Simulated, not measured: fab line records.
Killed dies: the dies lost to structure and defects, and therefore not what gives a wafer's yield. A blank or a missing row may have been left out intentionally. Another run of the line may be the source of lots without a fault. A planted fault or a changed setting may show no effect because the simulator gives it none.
Chamber matching + flow sky130 + cmp-02 running SKY_VIA2_CMP_24: 4 sister chambers
The step polishes, stops on SiO2, t overpolish 20 s, target thk 0 nm. 4 wafers are shown with their chamber, then 12 later ones without.

== WAFERS, EACH WITH ITS CHAMBER ==
| wafer  | chamber | motor current A (A) |
|--------|---------|---------------------|
| L090.2 | 1       | 11.2                |
| L091.1 | 2       | 12.0                |
| L091.4 | 3       | 11.2                |
| L091.5 | 0       | 8.9                 |

== WAFERS WITH NO CHAMBER GIVEN ==
| wafer  | motor current A (A) |
|--------|---------------------|
| L092.1 | 11.8                |
| L092.5 | 9.0                 |
| L092.6 | 11.7                |
| L095.1 | 12.0                |
| L095.2 | 11.5                |
| L095.6 | 11.8                |
| L096.1 | 11.5                |
| L096.3 | 8.6                 |
| L096.5 | 12.6                |
| L097.2 | 8.7                 |
| L097.3 | 11.0                |
| L097.5 | 8.8                 |

== THE CHAMBER EACH PASSED THROUGH ==
| wafer  | from the rows above          | in truth |
|--------|------------------------------|----------|
| L092.1 | can't be placed: 2 or 1 or 3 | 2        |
| L092.5 | 0                            | 0        |
| L092.6 | can't be placed: 2 or 1 or 3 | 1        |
| L095.1 | 2                            | 2        |
| L095.2 | can't be placed: 1 or 3 or 2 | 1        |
| L095.6 | can't be placed: 2 or 1 or 3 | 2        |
| L096.1 | can't be placed: 1 or 3 or 2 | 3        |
| L096.3 | 0                            | 0        |
| L096.5 | 2                            | 2        |
| L097.2 | 0                            | 0        |
| L097.3 | can't be placed: 1 or 3      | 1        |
| L097.5 | 0                            | 0        |
Correctly placed: 6 of 12. Not placeable from these rows: 6 (in 6, the candidates include the true chamber). Wrongly placed: 0.
How it was worked out, from the rows above alone: a wafer's distance from a chamber is the root of the sum, over the readings, of the square of ((its reading less the chamber's mean) divided by the reading's scatter). The wafer belongs to the nearest chamber; if the next one is less than 2 further off, it can't be placed. The mean given for a chamber averages the wafers shown for that chamber. The scatter (one wafer shown for each chamber): square how far every hidden wafer sits from the nearest shown wafer, average those squares and take the square root.
